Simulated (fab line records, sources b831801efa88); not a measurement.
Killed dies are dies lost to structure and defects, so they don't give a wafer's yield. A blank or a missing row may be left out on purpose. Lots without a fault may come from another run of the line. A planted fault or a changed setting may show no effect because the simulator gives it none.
fab line records | flow gf180mcu
record lots=15 wafers=45 last_day=34
route steps=602 shown STI@1 NWELL@52 HV_LDD@185 NSD@242
lots that met no fault: from a run of the same line without faults
start_h: hours from the record's first day to the start of the lot's first wafer shown | wait_h: hours since the lot's step before | " the same as in the row above | L1.1+2: a row that stands for several wafers | - no value, or no start given | * or withheld: withheld | < > ~ a bound
route shown NAME@n: a module of which the file shows steps, and the number in the route of the first | usual: mean/standard deviation of fault-free wafers | same: alike in all rows | chamber/n: place in a boat | sites: the reading at each site | _std_site: their standard deviation | _edge_site: outer sites' mean less inner sites' | radius_mm: how far each site lies from the wafer's centre | mask NAME#n: copy n | behind: the tool/chamber that last shaped the wafer | hold: why the lot was held/for how many hours/how that ended | device: the transistor (n, p or np) that didn't switch | end of line: the same wafers' tests at the end of the route | a step without rows: its recipe alone | killed: dies lost to structure and defects at the first sort, not the wafer's yield | map: a wafer's dies, x killed, . not, _ none there
set.NAME: the setting as run; set.NAME@STEP: as run at that earlier step | model.NAME: the simulator's own value behind a step, which no gauge read
steps of the route over a sample of lots; a table a step, a row a wafer
services: from which hour (start_h, from the record's first day; less than 0 if before it) a tool's chamber was out of use, for how many hours, and why
## steps
# step GF_STI_BOW_MEAS_00
# recipe mode=bow
# usual INCOMING_BOW=0/6.9
# columns lot.wafer tool chamber start_h wait_h INCOMING_BOW[um]
L393.1 film_metro-01 - 10.00 - -2
L393.2 " - " " 5
L393.3 " - " " -5
L394.1 film_metro-01 - 15.00 - -9
L394.5 " - " " 2
L394.6 " - " " 4
L395.2 film_metro-04 - 20.02 - -4
L395.5 " - " " 2
L395.6 " - " " 10
L396.2 film_metro-01 - 25.02 - -3
L396.3 " - " " -5
L396.5 " - " " 7
L397.2 film_metro-04 - 30.02 - -4
L397.4 " - " " 1
L397.6 " - " " 4
L398.2 film_metro-01 - 35.02 - 20
L398.3 " - " " 7
L398.4 " - " " 2
L402.1 film_metro-03 - 55.00 - 14
L402.2 " - " " 3
L402.4 " - " " -1
L409.4 film_metro-01 - 90.06 - -1
L409.5 " - " " -7
L409.6 " - " " 4
L410.4 film_metro-04 - 95.06 - -5
L410.5 " - " " 5
L410.6 " - " " 6
L411.2 film_metro-01 - 100.02 - 3
L411.3 " - " " 3
L411.6 " - " " 9
L412.1 film_metro-03 - 105.00 - -6
L412.4 " - " " 1
L412.5 " - " " 4
L413.1 film_metro-01 - 110.00 - -3
L413.2 " - " " -6
L413.6 " - " " 3
L414.1 film_metro-01 - 115.00 - -3
L414.5 " - " " 12
L414.6 " - " " -10
L415.1 film_metro-04 - 120.00 - 4
L415.2 " - " " -18
L415.4 " - " " 10
L416.2 film_metro-01 - 125.02 - -4
L416.3 " - " " 2
L416.5 " - " " 3
# step GF_NWELL_STRIP_10
# recipe chemistry=O2/N2 power_w=1400 pressure_mtorr=1500 platen_temp_c=250 o2_flow_sccm=3000 n2_flow_sccm=300 overash_fraction=0.5
# usual drypump_motor_current_A=5.8/0.33 heater_power_w=321/15 oes_product_au=0.723/0.0041 strip_time_to_endpoint_s=36.96/0.12
# columns lot.wafer tool chamber start_h wait_h drypump_motor_current_A heater_power_w oes_product_au rf_hours_counter_h strip_time_to_endpoint_s
L393.1 plasma_asher-02 0 57.08 0.1 6.2 327 0.726 39 37.07
L393.2 " 1 " " 5.5 326 0.721 39 36.97
L393.3 " 1 " " 5.5 325 0.720 - 36.99
L394.1 plasma_asher-03 0 62.65 0.1 6.2 296 0.727 23 36.85
L394.5 " 0 " " 6.2 291 0.723 - 36.89
L394.6 " 1 " " 5.5 325 0.716 - 36.83
L395.2 plasma_asher-03 1 72.63 0.1 5.4 325 0.723 24 36.97
L395.5 " 0 " " 6.2 294 0.727 - 37.05
L395.6 " 1 " " 5.5 316 0.726 - 37.04
L396.2 plasma_asher-02 1 72.88 0.1 5.5 329 0.721 40 36.92
L396.3 " 0 " " 6.2 338 0.721 - 36.91
L396.5 " 0 " " 6.2 339 0.715 - 37.04
L397.2 plasma_asher-02 1 85.60 0.1 5.5 334 0.727 42 36.89
L397.4 " 1 " " 5.5 318 0.722 - 36.96
L397.6 " 1 " " 5.5 328 0.723 - 36.80
L398.2 plasma_asher-04 1 85.95 0.1 5.5 291 0.725 44 37.08
L398.3 " 1 " " 5.5 299 0.725 - 37.11
L398.4 " 0 " " 5.8 344 0.720 - 37.13
L402.1 plasma_asher-03 0 107.75 0.1 6.2 299 0.721 27 36.83
L402.2 " 1 " " 5.4 332 0.736 27 36.88
L402.4 " 1 " " 5.4 327 0.724 - 36.96
L409.4 plasma_asher-04 1 142.66 0.1 5.5 316 0.717 - 36.90
L409.5 " 0 " " 5.8 331 0.720 - 36.82
L409.6 " 1 " " 5.5 329 0.719 - 36.92
L410.4 plasma_asher-03 1 148.88 0.1 5.5 318 0.717 - 37.10
L410.5 " 1 " " 5.5 324 0.726 - 37.06
L410.6 " 0 " " 6.2 295 0.733 - 37.06
L411.2 plasma_asher-02 0 155.20 0.1 6.2 331 0.717 48 37.10
L411.3 " 1 " " 5.5 338 0.729 - 37.05
L411.6 " 0 " " 6.2 331 0.726 - 36.97
L412.1 plasma_asher-04 0 161.53 0.1 5.8 330 0.724 5 36.83
L412.4 " 1 " " 5.5 317 0.722 - 36.97
L412.5 " 1 " " 5.5 313 0.723 - 36.87
L413.1 plasma_asher-02 1 165.10 0.1 5.5 334 0.735 50 36.90
L413.2 " 0 " " 6.2 330 0.719 50 36.87
L413.6 " 1 " " 5.5 330 0.731 - 36.94
L414.1 plasma_asher-03 1 171.15 0.1 5.5 322 0.724 34 37.02
L414.5 " 0 " " 6.2 295 0.723 - 36.86
L414.6 " 1 " " 5.5 329 0.719 - 36.74
L415.1 plasma_asher-04 0 177.63 0.1 5.8 345 0.719 7 36.96
L415.2 " 1 " " 5.5 317 0.724 7 36.98
L415.4 " 1 " " 5.5 320 0.723 - 36.84
L416.2 plasma_asher-03 1 182.23 0.1 5.5 332 0.716 36 37.00
L416.3 " 1 " " 5.5 331 0.719 - 36.92
L416.5 " 0 " " 6.1 297 0.723 - 36.90
# step GF_HV_LDD_IMPLANT_09
# recipe species=As energy_kev=40 dose_cm2=1e+14 tilt_deg=7.232
# usual beam_energy_keV=39.998/0.012 beam_on_s=10.00/0.22
# columns lot.wafer tool chamber start_h wait_h beam_energy_keV beam_on_s
L393.1 implanter-04 0 218.30 0.0 39.993 9.85
L393.2 " 0 " " 39.990 10.07
L393.3 " 0 " " 39.992 9.84
L394.1 implanter-04 0 222.93 0.0 40.003 10.15
L394.5 " 0 " " 39.996 10.24
L394.6 " 0 " " 40.003 10.29
L396.2 implanter-04 0 242.86 0.0 39.975 10.24
L396.3 " 0 " " 39.970 10.40
L396.5 " 0 " " 39.992 10.18
L395.2 implanter-01 0 243.04 0.0 39.986 10.21
L395.5 " 0 " " 39.996 10.38
L395.6 " 0 " " 40.009 9.90
L397.2 implanter-04 0 255.11 0.0 40.007 9.92
L397.4 " 0 " " 39.997 9.73
L397.6 " 0 " " 39.993 10.02
L398.2 implanter-04 0 256.66 0.0 39.994 9.67
L398.3 " 0 " " 39.976 9.83
L398.4 " 0 " " 40.002 9.73
L402.1 implanter-01 0 283.38 0.0 39.994 9.85
L402.2 " 0 " " 39.996 9.94
L402.4 " 0 " " 40.008 9.61
L409.4 implanter-01 - 322.10 0.1 - -
L409.5 " - " " - -
L409.6 " - " " - -
L410.4 implanter-04 - 333.34 0.1 - -
L410.5 " - " " - -
L410.6 " - " " - -
L411.2 implanter-04 - 338.19 0.0 - -
L411.3 " - " " - -
L411.6 " - " " - -
L412.1 implanter-01 0 349.73 0.0 40.022 9.81
L412.4 " 0 " " 40.002 9.81
L412.5 " 0 " " 39.987 9.81
L414.1 implanter-03 0 357.88 0.0 39.987 9.93
L414.5 " 0 " " 39.999 9.99
L414.6 " 0 " " 40.012 9.73
L413.1 implanter-01 0 359.00 0.0 39.994 10.24
L413.2 " 0 " " 40.010 9.91
L413.6 " 0 " " 39.997 9.68
L415.1 implanter-03 0 366.91 0.0 39.997 9.89
L415.2 " 0 " " 39.984 9.92
L415.4 " 0 " " 40.011 9.91
L416.2 implanter-03 0 378.12 0.0 39.996 10.04
L416.3 " 0 " " 40.009 10.38
L416.5 " 0 " " 40.008 9.75
# step GF_HV_LDD_TW_MEAS_11
# usual HV_LDD_TW=2428/35
# columns lot.wafer tool chamber start_h wait_h HV_LDD_TW
L393.1 film_metro-03 - 218.55 0.1 2388
L393.2 " - " " 2397
L393.3 " - " " 2400
L394.1 film_metro-02 - 223.18 0.1 2405
L394.5 " - " " 2407
L394.6 " - " " 2408
L396.2 film_metro-02 - 243.09 0.1 2426
L396.3 " - " " 2429
L396.5 " - " " 2427
L395.2 film_metro-03 - 243.27 0.1 2398
L395.5 " - " " 2397
L395.6 " - " " 2387
L397.2 film_metro-03 - 255.34 0.1 2406
L397.4 " - " " 2408
L397.6 " - " " 2397
L398.2 film_metro-02 - 256.89 0.1 2436
L398.3 " - " " 2428
L398.4 " - " " 2427
L402.1 film_metro-02 - 283.63 0.1 2399
L402.2 " - " " 2403
L402.4 " - " " 2416
L409.4 film_metro-03 - 322.31 0.1 30
L409.5 " - " " 30
L409.6 " - " " 30
L410.4 film_metro-04 - 333.54 0.1 31
L410.5 " - " " 30
L410.6 " - " " 31
L411.2 film_metro-04 - 338.42 0.1 31
L411.3 " - " " 31
L411.6 " - " " 31
L412.1 film_metro-02 - 349.98 0.1 2413
L412.4 " - " " 2403
L412.5 " - " " 2413
L414.1 film_metro-04 - 358.13 0.1 2452
L414.5 " - " " 2467
L414.6 " - " " 2465
L413.1 film_metro-03 - 359.25 0.1 2417
L413.2 " - " " 2387
L413.6 " - " " 2388
L415.1 film_metro-04 - 367.16 0.1 2480
L415.2 " - " " 2460
L415.4 " - " " 2473
L416.2 film_metro-03 - 378.36 0.1 2398
L416.3 " - " " 2399
L416.5 " - " " 2387
# step GF_HV_LDD_RS_MEAS_53
# recipe thk_meas_gauge=four-point-probe
# usual HV_LDD_RS=418.8/1.1
# columns lot.wafer tool chamber start_h wait_h HV_LDD_RS[ohm/sq]
L393.1 film_metro-02 - 275.21 0.1 419.7
L393.2 " - " " 419.1
L393.3 " - " " 418.1
L394.1 film_metro-04 - 280.36 0.1 420.1
L394.5 " - " " 420.5
L394.6 " - " " 420.0
L396.2 film_metro-03 - 295.21 0.1 418.4
L396.3 " - " " 417.9
L396.5 " - " " 418.8
L395.2 film_metro-03 - 295.81 0.1 419.1
L395.5 " - " " 418.9
L395.6 " - " " 419.4
L397.2 film_metro-02 - 302.56 0.1 418.1
L397.4 " - " " 418.1
L397.6 " - " " 417.3
L398.2 film_metro-03 - 304.11 0.1 417.7
L398.3 " - " " 416.3
L398.4 " - " " 417.7
L402.1 film_metro-03 - 329.37 0.1 417.8
L402.2 " - " " 418.9
L402.4 " - " " 417.6
L409.4 film_metro-03 - 389.16 0.1 881.6
L409.5 " - " " 880.2
L409.6 " - " " 882.7
L410.4 film_metro-02 - 401.19 0.1 882.3
L410.5 " - " " 880.7
L410.6 " - " " 882.5
L411.2 film_metro-03 - 405.98 0.1 880.0
L411.3 " - " " 884.7
L411.6 " - " " 883.6
L412.1 film_metro-04 - 418.64 0.1 419.9
L412.4 " - " " 420.1
L412.5 " - " " 420.3
L414.1 film_metro-02 - 430.30 0.1 419.6
L414.5 " - " " 420.9
L414.6 " - " " 420.5
L413.1 film_metro-02 - 430.60 0.1 419.1
L413.2 " - " " 419.5
L413.6 " - " " 419.9
L415.1 film_metro-04 - 438.04 0.1 419.6
L415.2 " - " " 419.6
L415.4 " - " " 420.0
L416.2 film_metro-03 - 449.86 0.1 415.0
L416.3 " - " " 416.5
L416.5 " - " " 418.4
# step GF_NSD_CD_MEAS_07
# recipe target_cd_nm=400
# usual cd_nm=400.0/2.1
# columns lot.wafer tool chamber start_h wait_h cd_nm
L393.1 cd_sem-01 - 292.81 0.1 398.7
L393.2 " - " " 398.9
L393.3 " - " " 401.8
L394.1 cd_sem-01 - 296.76 0.1 399.6
L394.5 " - " " 399.0
L394.6 " - " " 399.4
L396.2 cd_sem-02 - 311.81 0.1 398.7
L396.3 " - " " 398.3
L396.5 " - " " 401.9
L395.2 cd_sem-01 - 312.11 0.1 399.3
L395.5 " - " " 398.9
L395.6 " - " " 399.4
L397.2 cd_sem-02 - 322.88 0.1 403.7
L397.4 " - " " 404.7
L397.6 " - " " 402.9
L398.2 cd_sem-01 - 329.33 0.1 402.7
L398.3 " - " " 399.5
L398.4 " - " " 398.9
L402.1 cd_sem-02 - 355.84 0.1 396.3
L402.2 " - " " 399.3
L402.4 " - " " 397.6
L412.1 cd_sem-02 - 444.61 0.1 403.6
L412.4 " - " " 401.1
L412.5 " - " " 402.2
L414.1 cd_sem-01 - 455.64 0.1 401.8
L414.5 " - " " 400.7
L414.6 " - " " 400.7
L413.1 cd_sem-02 - 455.91 0.1 400.7
L413.2 " - " " 401.4
L413.6 " - " " 402.0
L415.1 cd_sem-01 - 461.99 0.1 396.5
L415.2 " - " " 398.4
L415.4 " - " " 399.6
L416.2 cd_sem-02 - 475.13 0.1 401.8
L416.3 " - " " 401.5
L416.5 " - " " 403.2
## services
# columns tool chamber start_h hours kind
implanter-01 - 53.42 5.2 repair
implanter-03 - 57.04 1.9 repair
plasma_asher-02 - 83.74 0.8 repair
plasma_asher-03 - 93.81 5.3 repair
implanter-01 - 95.24 5.4 repair
plasma_asher-04 - 96.01 2.8 pm
plasma_asher-04 - 108.75 9.0 pm
plasma_asher-04 0 108.75 9.0 vent_cycle
plasma_asher-04 1 108.75 9.0 vent_cycle
plasma_asher-04 0 117.75 - clean
plasma_asher-02 - 135.14 14.6 pm
plasma_asher-04 - 157.97 3.4 repair
plasma_asher-02 - 189.21 3.8 repair
plasma_asher-02 - 195.15 5.9 repair
plasma_asher-02 - 218.33 1.9 repair
implanter-03 - 222.31 3.9 repair
implanter-03 - 230.22 120.9 pm
implanter-01 - 250.57 2.4 repair
implanter-01 - 265.69 2.3 repair
plasma_asher-03 - 288.64 2.8 pm
plasma_asher-03 - 300.41 2.6 repair
implanter-04 - 343.01 1.1 repair
implanter-04 - 373.64 1.1 repair
implanter-01 - 377.53 3.8 pm
## key
first_sign step=GF_HV_LDD_IMPLANT_09 reading=tool_record direction=missing
effect step=GF_HV_LDD_TW_MEAS_11 reading=HV_LDD_TW direction=down sigmas=68 usual=2428 struck=30
effect step=GF_HV_LDD_RS_MEAS_53 reading=HV_LDD_RS direction=up sigmas=99+ usual=418.8 struck=882.0
met_at GF_HV_LDD_IMPLANT_09
struck_lots L409,L410,L411
later_rows_left_out L409.4,L409.5,L409.6,L410.4,L410.5,L410.6,L411.2,L411.3,L411.6
sort_left_out L409.4,L409.5,L409.6,L410.4,L410.5,L410.6,L411.2,L411.3,L411.6
tester_left_out L409,L410,L411
not_acting_at GF_STI_BOW_MEAS_00,GF_NWELL_STRIP_10,GF_NSD_CD_MEAS_07
onset_between 283.38 322.10
fault kind=skipped_step_whole tool=implanter-01,implanter-04 chamber=- onset_h=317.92 steps=GF_HV_LDD_IMPLANT_09 scope=struck_lots_only
# tester_left_out: of these lots the tester's yield and bins aren't shown, on N5 and GAA mostly nor the transistor test; their killed dies are dies lost to structure and defects alone, not to doping, threshold or leakage, so they don't give the yield
# sort_left_out: the simulated sort isn't trusted on such a fault, so these wafers' sort isn't shown, and their yield isn't known
# later_rows_left_out: the simulator's readings of these wafers behind a module that went badly wrong aren't trusted and aren't shown, but for the sort
